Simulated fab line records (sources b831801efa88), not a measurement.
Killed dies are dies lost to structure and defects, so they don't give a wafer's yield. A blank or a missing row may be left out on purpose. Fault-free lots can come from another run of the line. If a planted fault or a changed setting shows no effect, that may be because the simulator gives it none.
fab line records -- flow sky130 -- part 1 of 2: steps 1 to 28 of 40
record lots=5, wafers=15, lastDay=50
route steps=708 shown VIA2@512 METAL3@532 CAPM@537
lots that met no fault: taken from a fault-free run of the same line
startH: hours from the record's opening day to when the first of the lot's shown wafers began -- waitH: time in hours since the lot's previous step -- " unchanged from the row above -- L1.1+2: one row covering several wafers at once -- - no value, or no start given -- * or withheld: withheld -- < > ~ a bound
route shown NAME@n: NAME is a module with steps in the file, n the number in the route of the first one -- usual: average and standard deviation across the fault-free wafers -- same: alike in all rows -- chamber/n: place in a boat -- sites: the reading at each site -- _std_site: their standard deviation -- _edge_site: outer sites' mean less inner sites' -- radiusMm: for every site, how far away it sits from the centre of the wafer -- mask NAME#n: copy n -- behind: the last tool/chamber to shape the wafer -- hold: cause of the lot's hold/its duration in hours/its outcome -- device: whichever transistor did not switch (one of n, p or np) -- end of line: at the end of the route, the tests of the same wafers -- a step with no rows: only its recipe -- killed: dies lost to structure and defects at the first sort, not the wafer's yield -- map: dies across one wafer; x = killed, . = not, _ = none there
set.NAME: the setting that was run; set.NAME@STEP: the one run at that earlier step -- model.NAME: the simulator's own value behind a step, which no gauge read
lots at some steps of the route; a table a step, a row a wafer
services: the hour from which a tool's chamber was out of use, counted from the record's first day as startH (under 0 if before that day), plus the number of hours and why
## steps
# step SKY_VIA2_HMDS_05
# recipe primeTimeS=60, primeTempC=120
lot.wafer,tool,chamber,startH,waitH
L076.3+4+5,lithoTrack-04,0,852.08,0.1
L089.1+2+3,lithoTrack-01,0,949.47,0.1
L091.1+2+3,lithoTrack-01,0,964.87,0.1
L092.2+3+5,lithoTrack-04,0,969.05,0.1
L095.3+4+6,lithoTrack-04,0,988.28,0.1
# step SKY_VIA2_COAT_06
# recipe resist=BARC, tempC=withheld, timeS=withheld, spinRpm=3000, resistThkNm=60
lot.wafer,tool,chamber,startH,waitH
L076.3+4+5,lithoTrack-04,0,852.23,0.1
L089.1+2+3,lithoTrack-01,0,949.62,0.1
L091.1+2+3,lithoTrack-01,0,965.02,0.1
L092.2+3+5,lithoTrack-04,0,969.20,0.1
L095.3+4+6,lithoTrack-04,0,988.43,0.1
# step SKY_VIA2_COAT_07
# recipe resist=KrF-thick, spinRpm=3000, resistThkNm=450
lot.wafer,tool,chamber,startH,waitH
L076.3+4+5,lithoTrack-04,0,-,-
L089.1+2+3,lithoTrack-01,0,-,-
L091.1+2+3,lithoTrack-01,0,-,-
L092.2+3+5,lithoTrack-04,0,-,-
L095.3+4+6,lithoTrack-04,0,-,-
# step SKY_VIA2_SOFTBAKE_08
# recipe tempC=100, timeS=90, resist=KrF-thick
lot.wafer,tool,chamber,startH,waitH
L076.3+4+5,lithoTrack-04,0,-,-
L089.1+2+3,lithoTrack-01,0,-,-
L091.1+2+3,lithoTrack-01,0,-,-
L092.2+3+5,lithoTrack-04,0,-,-
L095.3+4+6,lithoTrack-04,0,-,-
# step SKY_VIA2_EXPOSE_09
# recipe maskId=VIM2, na=0.8, sourceShape=annular, sigmaInner=0.55, sigmaOuter=0.85, targetCdNm=200, doseMj=38
lot.wafer,tool,chamber,startH,waitH,mask
L076.3+4+5,krfScanner-01,0,-,-,VIM2#0
L089.1+2+3,krfScanner-02,0,-,-,VIM2#0
L091.1+2+3,krfScanner-01,0,-,-,VIM2#0
L092.2+3+5,krfScanner-02,0,-,-,VIM2#0
L095.3+4+6,krfScanner-02,0,-,-,VIM2#0
# step SKY_VIA2_PEB_10
# recipe pebTempC=withheld, pebTimeS=withheld, resist=KrF-thick
lot.wafer,tool,chamber,startH,waitH
L076.3+4+5,lithoTrack-01,0,-,-
L089.1+2+3,lithoTrack-02,0,-,-
L091.1+2+3,lithoTrack-04,0,-,-
L092.2+3+5,lithoTrack-02,0,-,-
L095.3+4+6,lithoTrack-04,0,-,-
# step SKY_VIA2_DEVELOP_11
# recipe developTimeS=60, resist=KrF-thick, devTempC=21
# usual developerTempC=21.03/0.13
lot.wafer,tool,chamber,startH,waitH,developerTempC
L076.3,lithoTrack-01,0,-,-,21.04
L076.4,lithoTrack-01,0,-,-,21.20
L076.5,lithoTrack-01,0,-,-,21.03
L089.1,lithoTrack-02,0,-,-,21.16
L089.2,lithoTrack-02,0,-,-,21.23
L089.3,lithoTrack-02,0,-,-,21.00
L091.1,lithoTrack-04,0,-,-,20.97
L091.2,lithoTrack-04,0,-,-,20.93
L091.3,lithoTrack-04,0,-,-,21.16
L092.2,lithoTrack-02,0,-,-,20.94
L092.3,lithoTrack-02,0,-,-,21.07
L092.5,lithoTrack-02,0,-,-,20.85
L095.3,lithoTrack-04,0,-,-,20.90
L095.4,lithoTrack-04,0,-,-,20.98
L095.6,lithoTrack-04,0,-,-,21.06
# step SKY_VIA2_CD_MEAS_12
# recipe targetCdNm=200
# usual cdNm=200.4/1.8
lot.wafer,tool,chamber,startH,waitH,cdNm
L076.3,cdSem-01,-,865.86,-,201.8
L076.4,cdSem-01,-,865.86,-,202.3
L076.5,cdSem-01,-,865.86,-,200.4
L089.1,cdSem-02,-,962.24,-,199.5
L089.2,cdSem-02,-,962.24,-,198.2
L089.3,cdSem-02,-,962.24,-,199.1
L091.1,cdSem-02,-,977.13,-,200.3
L091.2,cdSem-02,-,977.13,-,200.0
L091.3,cdSem-02,-,977.13,-,201.4
L092.2,cdSem-01,-,981.11,-,204.1
L092.3,cdSem-01,-,981.11,-,202.7
L092.5,cdSem-01,-,981.11,-,203.6
L095.3,cdSem-01,-,1000.72,-,197.6
L095.4,cdSem-01,-,1000.72,-,197.1
L095.6,cdSem-01,-,1000.72,-,197.4
# step SKY_VIA2_OVL_MEAS_13
# usual VIA2_OVL=3/5.2
lot.wafer,tool,chamber,startH,waitH,VIA2_OVL[nm]
L076.3,overlay-02,-,865.95,0.1,8
L076.4,overlay-02,-,865.95,0.1,0
L076.5,overlay-02,-,865.95,0.1,8
L089.1,overlay-02,-,962.36,0.1,4
L089.2,overlay-02,-,962.36,0.1,-12
L089.3,overlay-02,-,962.36,0.1,1
L091.1,overlay-01,-,977.25,0.1,3
L091.2,overlay-01,-,977.25,0.1,3
L091.3,overlay-01,-,977.25,0.1,7
L092.2,overlay-02,-,981.21,0.1,-9
L092.3,overlay-02,-,981.21,0.1,1
L092.5,overlay-02,-,981.21,0.1,10
L095.3,overlay-01,-,1000.81,0.1,-5
L095.4,overlay-01,-,1000.81,0.1,5
L095.6,overlay-01,-,1000.81,0.1,3
# step SKY_VIA2_ETCH_14
# recipe chemistry=N2/H2, target=BARC, ionEnergyEv=200, sourceW=500, biasW=100, pressureMtorr=30, n2FlowSccm=100, h2FlowSccm=200, stopOn=SiO2, timeS=45.9, targetDepthA=600
# usual drypumpMotorCurrentA=5.7/0.37, oesProductAu=0.854/0.0045, throttleValvePct=13.224/0.0096
lot.wafer,tool,chamber,startH,waitH,drypumpMotorCurrentA,oesProductAu,rfHoursCounterH,throttleValvePct
L076.3,rieDiel-01,3,865.97,0.0,5.6,0.845,18,13.233
L076.4,rieDiel-01,1,865.97,0.0,5.6,0.855,9,13.214
L076.5,rieDiel-01,0,865.97,0.0,5.6,0.856,-,13.222
L089.1,rieDiel-03,1,962.39,0.0,6.2,0.854,20,13.220
L089.2,rieDiel-03,2,962.39,0.0,5.8,0.854,6,13.209
L089.3,rieDiel-03,3,962.39,0.0,5.4,0.851,4,13.215
L091.1,rieDiel-02,2,977.29,0.0,5.6,0.856,15,13.210
L091.2,rieDiel-02,1,977.29,0.0,5.5,0.861,2,13.230
L091.3,rieDiel-02,3,977.29,0.0,5.7,0.866,1,13.212
L092.2,rieDiel-02,2,981.24,0.0,5.6,0.850,15,13.217
L092.3,rieDiel-02,0,981.24,0.0,6.6,0.856,9,13.228
L092.5,rieDiel-02,3,981.24,0.0,5.8,0.846,-,13.228
L095.3,rieDiel-02,2,1000.84,0.0,5.6,0.856,16,13.225
L095.4,rieDiel-02,3,1000.84,0.0,5.7,0.848,-,13.232
L095.6,rieDiel-02,1,1000.84,0.0,5.5,0.847,-,13.217
# step SKY_VIA2_ETCH_15
# recipe target=SiO2, chemistry=C4F8/O2/Ar, targetDepthNm=546, stopOn=TiN, maskMaterial=KrF-thick, sourceW=1500, biasW=1200, pressureMtorr=40, c4f8FlowSccm=withheld, O2_flow_sccm=6, Ar_flow_sccm=300, timeS=84
# usual oesProductAu=0.939/0.0053
lot.wafer,tool,chamber,startH,waitH,oesProductAu,rfHoursCounterH
L076.3,rieDiel-01,3,866.01,0.0,0.946,18
L076.4,rieDiel-01,1,866.01,0.0,0.941,9
L076.5,rieDiel-01,0,866.01,0.0,0.942,-
L089.1,rieDiel-03,1,962.43,0.0,0.944,20
L089.2,rieDiel-03,2,962.43,0.0,0.942,6
L089.3,rieDiel-03,3,962.43,0.0,0.943,4
L091.1,rieDiel-02,2,977.33,0.0,0.948,15
L091.2,rieDiel-02,1,977.33,0.0,0.952,2
L091.3,rieDiel-02,3,977.33,0.0,0.945,1
L092.2,rieDiel-02,2,981.28,0.0,0.954,15
L092.3,rieDiel-02,0,981.28,0.0,0.934,9
L092.5,rieDiel-02,3,981.28,0.0,0.931,-
L095.3,rieDiel-02,2,1000.88,0.0,0.941,16
L095.4,rieDiel-02,3,1000.88,0.0,0.945,-
L095.6,rieDiel-02,1,1000.88,0.0,0.932,-
# step SKY_VIA2_STRIP_16
# recipe chemistry=O2/N2, powerW=1400, pressureMtorr=1500, platenTempC=withheld, o2FlowSccm=3000, n2FlowSccm=300, overashFraction=0.5
# usual drypumpMotorCurrentA=5.4/0.45, o2FlowSccm=3000/8.7, oesProductAu=0.399/0.0047, stripTimeToEndpointS=4.06/0.03
lot.wafer,tool,chamber,startH,waitH,drypumpMotorCurrentA,o2FlowSccm,oesProductAu,rfHoursCounterH,stripTimeToEndpointS
L076.3,plasmaAsher-02,0,866.11,0.1,6.4,3017,0.399,-,4.03
L076.4,plasmaAsher-02,1,866.11,0.1,5.5,2977,0.389,-,4.07
L076.5,plasmaAsher-02,0,866.11,0.1,6.5,2999,0.399,-,4.03
L089.1,plasmaAsher-01,0,962.50,0.0,4.9,2992,0.403,83,4.09
L089.2,plasmaAsher-01,1,962.50,0.0,5.6,3017,0.398,83,4.04
L089.3,plasmaAsher-01,1,962.50,0.0,5.6,3005,0.411,-,4.06
L091.1,plasmaAsher-01,0,977.39,0.0,4.9,2992,0.399,84,4.06
L091.2,plasmaAsher-01,1,977.39,0.0,5.6,3002,0.396,84,4.00
L091.3,plasmaAsher-01,1,977.39,0.0,5.6,3001,0.395,-,4.07
L092.2,plasmaAsher-01,1,981.35,0.0,5.6,3008,0.403,85,4.08
L092.3,plasmaAsher-01,1,981.35,0.0,5.6,3006,0.406,-,4.10
L092.5,plasmaAsher-01,0,981.35,0.0,4.9,2997,0.398,-,4.06
L095.3,plasmaAsher-02,1,1000.97,0.1,5.5,2997,0.397,-,4.04
L095.4,plasmaAsher-02,0,1000.97,0.1,6.4,2990,0.394,-,4.07
L095.6,plasmaAsher-02,0,1000.97,0.1,6.4,2997,0.411,-,4.04
# step SKY_VIA2_STRIP_17
# recipe chemistry=postEtchResidueRemover, timeS=1200, tempC=72.5
lot.wafer,tool,chamber,startH,waitH
L076.3+4+5,wetBench-01,3,866.18,0.0
L089.1+2+3,wetBench-02,2,962.60,0.1
L091.1+2+3,wetBench-02,3,977.49,0.1
L092.2+3+5,wetBench-03,3,981.45,0.1
L095.3+4+6,wetBench-03,0,1001.04,0.0
# step SKY_VIA2_CLEAN_18
# recipe chemistry=IPA, timeS=180, tempC=25
lot.wafer,tool,chamber,startH,waitH
L076.3+4+5,wetBench-02,2,866.52,0.0
L089.1+2+3,wetBench-03,3,962.94,0.0
L091.1+2+3,wetBench-01,1,977.83,0.0
L092.2+3+5,wetBench-01,3,981.79,0.0
L095.3+4+6,wetBench-02,0,1001.41,0.0
# step SKY_VIA2_CLEAN_19
# recipe chemistry=O3/DIW, dry=n2Spin
lot.wafer,tool,chamber,startH,waitH
L076.3+4+5,wetBench-01,2,866.58,0.0
L089.1+2+3,wetBench-01,0,963.00,0.0
L091.1+2+3,wetBench-02,1,977.89,0.0
L092.2+3+5,wetBench-03,3,981.85,0.0
L095.3+4+6,wetBench-03,3,1001.48,0.0
# step SKY_VIA2_SPUTTER_20
# recipe material=TiN, targetThkNm=20, chamberPressurePa=5, powerW=4000, timeS=80
# usual throttleValvePct=29.6/1.1
lot.wafer,tool,chamber,startH,waitH,throttleValvePct
L076.3,pvdSputter-01,-,866.67,0.0,30.7
L076.4,pvdSputter-01,-,866.67,0.0,30.7
L076.5,pvdSputter-01,-,866.67,0.0,30.8
L089.1,pvdSputter-02,-,963.09,0.0,27.8
L089.2,pvdSputter-02,-,963.09,0.0,30.2
L089.3,pvdSputter-02,-,963.09,0.0,30.1
L091.1,pvdSputter-03,-,977.98,0.0,29.5
L091.2,pvdSputter-03,-,977.98,0.0,29.5
L091.3,pvdSputter-03,-,977.98,0.0,31.7
L092.2,pvdSputter-01,-,981.94,0.0,29.5
L092.3,pvdSputter-01,-,981.94,0.0,30.6
L092.5,pvdSputter-01,-,981.94,0.0,29.2
L095.3,pvdSputter-02,-,1001.58,0.0,30.1
L095.4,pvdSputter-02,-,1001.58,0.0,30.6
L095.6,pvdSputter-02,-,1001.58,0.0,30.5
# step SKY_VIA2_CVD_21
# recipe material=W, targetThkNm=420, timeS=126.4, tempC=400, pressureTorr=40
# usual heaterPowerW=819/64
lot.wafer,tool,chamber,startH,waitH,heaterPowerW
L076.3,cvdW-01,0,866.78,0.1,844
L076.4,cvdW-01,1,866.78,0.1,861
L076.5,cvdW-01,0,866.78,0.1,845
L089.1,cvdW-01,0,963.16,0.0,846
L089.2,cvdW-01,1,963.16,0.0,903
L089.3,cvdW-01,1,963.16,0.0,915
L091.1,cvdW-01,1,978.04,0.0,894
L091.2,cvdW-01,0,978.04,0.0,848
L091.3,cvdW-01,1,978.04,0.0,867
L092.2,cvdW-02,1,982.00,0.0,773
L092.3,cvdW-02,0,982.00,0.0,704
L092.5,cvdW-02,1,982.00,0.0,770
L095.3,cvdW-01,0,1001.68,0.1,860
L095.4,cvdW-01,1,1001.68,0.1,899
L095.6,cvdW-01,0,1001.68,0.1,823
# step SKY_VIA2_RS_MEAS_22
# recipe thkMeasGauge=four-point-probe, reads=W_of_VIA2_CVD_21+TiN_of_VIA2_SPUTTER_20
# usual VIA2_W_RS=0.271/0.0036
lot.wafer,tool,chamber,startH,waitH,VIA2_W_RS[ohm/sq]
L076.3,filmMetro-01,-,866.91,0.1,0.271
L076.4,filmMetro-01,-,866.91,0.1,0.274
L076.5,filmMetro-01,-,866.91,0.1,0.272
L089.1,filmMetro-02,-,963.29,0.1,0.269
L089.2,filmMetro-02,-,963.29,0.1,0.270
L089.3,filmMetro-02,-,963.29,0.1,0.270
L091.1,filmMetro-02,-,978.17,0.1,0.270
L091.2,filmMetro-02,-,978.17,0.1,0.269
L091.3,filmMetro-02,-,978.17,0.1,0.270
L092.2,filmMetro-02,-,982.15,0.1,0.275
L092.3,filmMetro-02,-,982.15,0.1,0.266
L092.5,filmMetro-02,-,982.15,0.1,0.276
L095.3,filmMetro-01,-,1001.81,0.1,0.269
L095.4,filmMetro-01,-,1001.81,0.1,0.274
L095.6,filmMetro-01,-,1001.81,0.1,0.269
# step SKY_VIA2_THK_MEAS_23
# recipe thkMeasGauge=xrf, reads=W_of_VIA2_CVD_21
# usual VIA2_W_THK=426/7
lot.wafer,tool,chamber,startH,waitH,VIA2_W_THK[nm]
L076.3,filmMetro-01,-,867.01,0.1,421
L076.4,filmMetro-01,-,867.01,0.1,413
L076.5,filmMetro-01,-,867.01,0.1,415
L089.1,filmMetro-02,-,963.41,0.1,431
L089.2,filmMetro-02,-,963.41,0.1,423
L089.3,filmMetro-02,-,963.41,0.1,427
L091.1,filmMetro-02,-,978.29,0.1,425
L091.2,filmMetro-02,-,978.29,0.1,431
L091.3,filmMetro-02,-,978.29,0.1,425
L092.2,filmMetro-02,-,982.26,0.1,420
L092.3,filmMetro-02,-,982.26,0.1,434
L092.5,filmMetro-02,-,982.26,0.1,419
L095.3,filmMetro-01,-,1001.91,0.1,427
L095.4,filmMetro-01,-,1001.91,0.1,418
L095.6,filmMetro-01,-,1001.91,0.1,424
# step SKY_VIA2_CMP_24
# recipe stopOn=SiO2, tOverpolishS=20, downForcePsi=3.5, platenRpm=60, targetThkNm=0, padVelocityMS=0.94248
# usual motorCurrentA=10.4/1.3, overpolishRunS=20.000/0.01, timeToEndpointS=100/6.1
lot.wafer,tool,chamber,startH,waitH,motorCurrentA,overpolishRunS,timeToEndpointS
L076.3,cmp-02,2,867.05,0.0,9.8,19.998,105
L076.4,cmp-02,3,867.05,0.0,12.1,20.019,94
L076.5,cmp-02,2,867.05,0.0,10.2,20.003,102
L089.3,cmp-02,1,963.47,0.0,10.3,19.993,89
L089.2,cmp-02,2,963.47,0.0,9.4,20.021,103
L089.1,cmp-02,3,963.47,0.0,12.7,19.987,93
L091.3,cmp-02,1,978.35,0.0,9.9,19.997,87
L091.1,cmp-02,2,978.35,0.0,9.6,19.980,100
L091.2,cmp-02,0,978.35,0.0,8.6,19.994,97
L092.3,cmp-02,3,982.31,0.0,11.6,20.012,92
L092.2,cmp-02,2,982.31,0.0,9.5,19.999,98
L092.5,cmp-02,0,982.31,0.0,8.4,20.004,93
L095.3,cmp-02,3,1001.95,0.0,11.9,20.014,99
L095.4,cmp-02,0,1001.95,0.0,9.1,19.993,102
L095.6,cmp-02,3,1001.95,0.0,11.9,20.010,99
# step SKY_METAL3_SPUTTER_00
# recipe material=Ti, targetThkNm=15, powerW=3000, timeS=10, chamberPressurePa=0.4
# usual throttleValvePct=30.2/0.79
lot.wafer,tool,chamber,startH,waitH,throttleValvePct
L076.3,pvdSputter-04,-,867.35,0.2,31.3
L076.4,pvdSputter-04,-,867.35,0.2,30.4
L076.5,pvdSputter-04,-,867.35,0.2,30.3
L089.1,pvdSputter-01,-,963.77,0.1,30.7
L089.2,pvdSputter-01,-,963.77,0.1,31.3
L089.3,pvdSputter-01,-,963.77,0.1,29.6
L091.1,pvdSputter-04,-,978.65,0.2,30.1
L091.2,pvdSputter-04,-,978.65,0.2,30.3
L091.3,pvdSputter-04,-,978.65,0.2,31.1
L092.2,pvdSputter-04,-,982.61,0.1,30.6
L092.3,pvdSputter-04,-,982.61,0.1,30.3
L092.5,pvdSputter-04,-,982.61,0.1,30.1
L095.3,pvdSputter-01,-,1002.25,0.2,29.2
L095.4,pvdSputter-01,-,1002.25,0.2,30.9
L095.6,pvdSputter-01,-,1002.25,0.2,29.6
# step SKY_METAL3_SPUTTER_01
# recipe material=TiN, targetThkNm=20, powerW=6329, timeS=16.7, chamberPressurePa=0.4
# usual throttleValvePct=30.2/0.77
lot.wafer,tool,chamber,startH,waitH,throttleValvePct
L076.3,pvdSputter-04,-,867.37,0.0,31.3
L076.4,pvdSputter-04,-,867.37,0.0,30.3
L076.5,pvdSputter-04,-,867.37,0.0,30.2
L089.1,pvdSputter-01,-,963.79,0.0,30.6
L089.2,pvdSputter-01,-,963.79,0.0,30.9
L089.3,pvdSputter-01,-,963.79,0.0,29.5
L091.1,pvdSputter-04,-,978.68,0.0,30.2
L091.2,pvdSputter-04,-,978.68,0.0,30.4
L091.3,pvdSputter-04,-,978.68,0.0,31.2
L092.2,pvdSputter-04,-,982.63,0.0,30.4
L092.3,pvdSputter-04,-,982.63,0.0,30.3
L092.5,pvdSputter-04,-,982.63,0.0,30.1
L095.3,pvdSputter-01,-,1002.27,0.0,29.3
L095.4,pvdSputter-01,-,1002.27,0.0,30.9
L095.6,pvdSputter-01,-,1002.27,0.0,29.6
# step SKY_METAL3_SPUTTER_02
# recipe material=AlCu, targetThkNm=735, powerW=10600, timeS=39.1, chamberPressurePa=0.4
# usual throttleValvePct=30.2/0.8
lot.wafer,tool,chamber,startH,waitH,throttleValvePct
L076.3,pvdSputter-04,-,867.39,0.0,31.3
L076.4,pvdSputter-04,-,867.39,0.0,30.3
L076.5,pvdSputter-04,-,867.39,0.0,30.2
L089.1,pvdSputter-01,-,963.81,0.0,30.7
L089.2,pvdSputter-01,-,963.81,0.0,31.2
L089.3,pvdSputter-01,-,963.81,0.0,29.2
L091.1,pvdSputter-04,-,978.70,0.0,30.2
L091.2,pvdSputter-04,-,978.70,0.0,30.5
L091.3,pvdSputter-04,-,978.70,0.0,31.1
L092.2,pvdSputter-04,-,982.66,0.0,30.3
L092.3,pvdSputter-04,-,982.66,0.0,30.4
L092.5,pvdSputter-04,-,982.66,0.0,30.0
L095.3,pvdSputter-01,-,1002.30,0.0,29.0
L095.4,pvdSputter-01,-,1002.30,0.0,31.0
L095.6,pvdSputter-01,-,1002.30,0.0,29.5
# step SKY_METAL3_SPUTTER_03
# recipe material=Ti, targetThkNm=5, powerW=3000, timeS=3.3, chamberPressurePa=0.4
# usual throttleValvePct=30.2/0.76
lot.wafer,tool,chamber,startH,waitH,throttleValvePct
L076.3,pvdSputter-04,-,867.43,0.0,31.2
L076.4,pvdSputter-04,-,867.43,0.0,30.4
L076.5,pvdSputter-04,-,867.43,0.0,30.2
L089.1,pvdSputter-01,-,963.85,0.0,30.8
L089.2,pvdSputter-01,-,963.85,0.0,30.9
L089.3,pvdSputter-01,-,963.85,0.0,29.7
L091.1,pvdSputter-04,-,978.74,0.0,30.4
L091.2,pvdSputter-04,-,978.74,0.0,30.4
L091.3,pvdSputter-04,-,978.74,0.0,31.0
L092.2,pvdSputter-04,-,982.70,0.0,30.3
L092.3,pvdSputter-04,-,982.70,0.0,30.5
L092.5,pvdSputter-04,-,982.70,0.0,30.3
L095.3,pvdSputter-01,-,1002.34,0.0,29.2
L095.4,pvdSputter-01,-,1002.34,0.0,31.0
L095.6,pvdSputter-01,-,1002.34,0.0,29.5
# step SKY_METAL3_SPUTTER_04
# recipe material=TiN, targetThkNm=70, powerW=6500, timeS=58.3, chamberPressurePa=0.4
# usual throttleValvePct=30.2/0.81
lot.wafer,tool,chamber,startH,waitH,throttleValvePct
L076.3,pvdSputter-04,-,867.45,0.0,31.3
L076.4,pvdSputter-04,-,867.45,0.0,30.2
L076.5,pvdSputter-04,-,867.45,0.0,30.5
L089.1,pvdSputter-01,-,963.87,0.0,30.3
L089.2,pvdSputter-01,-,963.87,0.0,31.1
L089.3,pvdSputter-01,-,963.87,0.0,29.4
L091.1,pvdSputter-04,-,978.76,0.0,30.3
L091.2,pvdSputter-04,-,978.76,0.0,30.4
L091.3,pvdSputter-04,-,978.76,0.0,31.5
L092.2,pvdSputter-04,-,982.72,0.0,30.5
L092.3,pvdSputter-04,-,982.72,0.0,30.2
L092.5,pvdSputter-04,-,982.72,0.0,30.4
L095.3,pvdSputter-01,-,1002.35,0.0,29.0
L095.4,pvdSputter-01,-,1002.35,0.0,30.9
L095.6,pvdSputter-01,-,1002.35,0.0,29.7
# step SKY_CAPM_CVD_00
# recipe material=SiO2, targetThkNm=15.5, tempC=400, timeS=withheld, rfW=450
# usual heaterPowerW=750/100
lot.wafer,tool,chamber,startH,waitH,heaterPowerW
L076.3,pecvd-01,2,867.50,0.0,668
L076.4,pecvd-01,1,867.50,0.0,648
L076.5,pecvd-01,0,867.50,0.0,889
L089.1,pecvd-02,0,963.92,0.0,775
L089.2,pecvd-02,1,963.92,0.0,831
L089.3,pecvd-02,2,963.92,0.0,808
L091.1,pecvd-02,2,978.81,0.0,966
L091.2,pecvd-02,1,978.81,0.0,797
L091.3,pecvd-02,0,978.81,0.0,749
L092.2,pecvd-04,1,982.76,0.0,604
L092.3,pecvd-04,0,982.76,0.0,802
L092.5,pecvd-04,0,982.76,0.0,800
L095.3,pecvd-01,2,1002.41,0.0,574
L095.4,pecvd-01,0,1002.41,0.0,741
L095.6,pecvd-01,0,1002.41,0.0,733
# step SKY_CAPM_THK_MEAS_01
# recipe reads=SiO2_of_CAPM_CVD_00
# usual CAPM_CVD_00_THK=15.42/0.27
lot.wafer,tool,chamber,startH,waitH,CAPM_CVD_00_THK[nm]
L076.3,filmMetro-02,-,867.54,-,15.21
L076.4,filmMetro-02,-,867.54,-,15.53
L076.5,filmMetro-02,-,867.54,-,15.61
L089.1,filmMetro-02,-,963.94,-,15.67
L089.2,filmMetro-02,-,963.94,-,15.29
L089.3,filmMetro-02,-,963.94,-,15.81
L091.1,filmMetro-01,-,978.83,-,15.60
L091.2,filmMetro-01,-,978.83,-,15.31
L091.3,filmMetro-01,-,978.83,-,15.34
L092.2,filmMetro-02,-,982.81,-,15.26
L092.3,filmMetro-02,-,982.81,-,15.60
L092.5,filmMetro-02,-,982.81,-,15.70
L095.3,filmMetro-03,-,1002.46,-,14.94
L095.4,filmMetro-03,-,1002.46,-,15.18
L095.6,filmMetro-03,-,1002.46,-,15.39
# step SKY_CAPM_SPUTTER_02
# recipe material=TiN, targetThkNm=200, tempC=300, powerW=6500, timeS=166.7, chamberPressurePa=0.4
# usual substrateTempC=300.00/0.22, throttleValvePct=30.0/1
lot.wafer,tool,chamber,startH,waitH,substrateTempC,throttleValvePct
L076.3,pvdSputter-01,-,867.58,0.0,299.72,29.5
L076.4,pvdSputter-01,-,867.58,0.0,300.07,29.2
L076.5,pvdSputter-01,-,867.58,0.0,300.15,30.4
L089.1,pvdSputter-04,-,964.00,0.1,300.00,30.0
L089.2,pvdSputter-04,-,964.00,0.1,300.13,31.1
L089.3,pvdSputter-04,-,964.00,0.1,300.08,30.5
L091.1,pvdSputter-01,-,978.89,0.1,300.10,30.4
L091.2,pvdSputter-01,-,978.89,0.1,299.69,29.5
L091.3,pvdSputter-01,-,978.89,0.1,299.81,29.0
L092.2,pvdSputter-02,-,982.86,0.0,299.91,29.7
L092.3,pvdSputter-02,-,982.86,0.0,300.17,30.3
L092.5,pvdSputter-02,-,982.86,0.0,300.10,30.2
L095.3,pvdSputter-04,-,1002.50,0.0,299.97,30.4
L095.4,pvdSputter-04,-,1002.50,0.0,300.76,30.2
L095.6,pvdSputter-04,-,1002.50,0.0,300.52,30.2
